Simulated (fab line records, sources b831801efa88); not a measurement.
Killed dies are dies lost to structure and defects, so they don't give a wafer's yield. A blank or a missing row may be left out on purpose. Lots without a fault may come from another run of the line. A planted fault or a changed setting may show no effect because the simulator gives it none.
Which tool did it? | flow sky130 | 11 lots, 33 wafers sampled, at 4 steps of a route of 708

WHAT THE GAUGES READ, wafer by wafer
SKY_METAL1_RS_MEAS_05: measures by four-point-probe.
lot  | measured     | on            | METAL1_ALCU_RS (ohm/sq)
L594 | day 32 06:17 | film_metro-04 | 0.1263 0.1277 0.1270
L593 | day 32 18:46 | film_metro-04 | 0.1249 0.1272 0.1249
L597 | day 34 03:46 | film_metro-04 | 0.1264 0.1278 0.1281
L598 | day 34 04:10 | film_metro-02 | 0.1264 0.1250 0.1251
L599 | day 34 08:16 | film_metro-02 | 0.1239 0.1242 0.1259
L602 | day 35 04:23 | film_metro-04 | 0.1256 0.1248 0.1244
L606 | day 36 16:29 | film_metro-02 | 0.1261 0.1280 0.1253
L607 | day 37 02:40 | film_metro-04 | 0.1100 0.1103 0.1098
L608 | day 37 03:41 | film_metro-02 | 0.1104 0.1105 0.1103
L610 | day 37 16:04 | film_metro-02 | 0.1258 0.1248 0.1251
L612 | day 38 10:13 | film_metro-04 | 0.1277 0.1276 0.1279

WHICH TOOL RAN EACH LOT (tool, then ch and the chambers of the sampled wafers, then the start)
lot  | SKY_CONTACT_SOFTBAKE_10                      | SKY_METAL1_SPUTTER_02        | SKY_METAL1_SPUTTER_04
L594 | litho_track-01 ch 0, day 32 06:11 or earlier | pvd_sputter-03, day 32 06:11 | pvd_sputter-03, day 32 06:14
L593 | litho_track-03 ch 0, day 32 18:39 or earlier | pvd_sputter-03, day 32 18:39 | pvd_sputter-03, day 32 18:42
L597 | litho_track-03 ch 0, day 34 03:40 or earlier | pvd_sputter-01, day 34 03:40 | pvd_sputter-01, day 34 03:42
L598 | litho_track-04 ch 0, day 34 04:01 or earlier | pvd_sputter-03, day 34 04:01 | pvd_sputter-03, day 34 04:03
L599 | litho_track-04 ch 0, day 34 08:09 or earlier | pvd_sputter-02, day 34 08:09 | pvd_sputter-02, day 34 08:11
L602 | litho_track-01 ch 0, day 35 04:18 or earlier | pvd_sputter-03, day 35 04:18 | pvd_sputter-03, day 35 04:20
L606 | litho_track-03 ch 0, day 36 16:21 or earlier | pvd_sputter-02, day 36 16:21 | pvd_sputter-02, day 36 16:25
L607 | litho_track-01 ch 0, day 37 02:34 or earlier | pvd_sputter-03, day 37 02:34 | pvd_sputter-03, day 37 02:36
L608 | litho_track-03 ch 0, day 37 03:36 or earlier | pvd_sputter-03, day 37 03:36 | pvd_sputter-03, day 37 03:38
L610 | litho_track-03 ch 0, day 37 15:59 or earlier | pvd_sputter-02, day 37 15:59 | pvd_sputter-02, day 37 16:01
L612 | litho_track-04 ch 0, day 38 10:06 or earlier | pvd_sputter-02, day 38 10:06 | pvd_sputter-02, day 38 10:08
- SKY_CONTACT_SOFTBAKE_10: time 93.38 s.
- SKY_METAL1_SPUTTER_02: material AlCu, target thk 250 nm, time 13.3 s.
- SKY_METAL1_SPUTTER_04: material TiN, target thk 70 nm, time 58.3 s.

THE ANSWER, worked out from the rows above alone
Rule: what is usual is taken from the lots themselves. Put in order of their means at a reading, lots are off if they are a third of the lots or fewer, leave a main group of 4 or more, and stand apart from it by a gap of 3 or more times the standard deviation of the main group's means; of several such gaps the widest counts. A main group whose means are all the same, to the digits that the tables above print for the reading, isn't used. A lot without any number at a reading at which 4 lots or more have one is off too. The other lots that the step has rows for count as sound.
Off: L607, L608, at SKY_METAL1_RS_MEAS_05 (METAL1_ALCU_RS). The main group: mean 0.1261 ohm/sq, standard deviation 0.0011.
A tool fits if, at a process step before that reading, it ran every lot that is off, and no sound lot after the first of them. The gauges at SKY_METAL1_RS_MEAS_05 are tried like those tools. SKY_CONTACT_SOFTBAKE_10 gives no start for some lots, so the hours and the order of its lots are those of SKY_METAL1_SPUTTER_02. One fits: pvd_sputter-03 at SKY_METAL1_SPUTTER_02 and SKY_METAL1_SPUTTER_04. At SKY_METAL1_SPUTTER_02 its last sound lot is L602 (day 35 04:18), its first lot that is off L607 (day 37 02:34): a fault that began between those two fits.

WHAT THE SIMULATOR HAD PUT IN
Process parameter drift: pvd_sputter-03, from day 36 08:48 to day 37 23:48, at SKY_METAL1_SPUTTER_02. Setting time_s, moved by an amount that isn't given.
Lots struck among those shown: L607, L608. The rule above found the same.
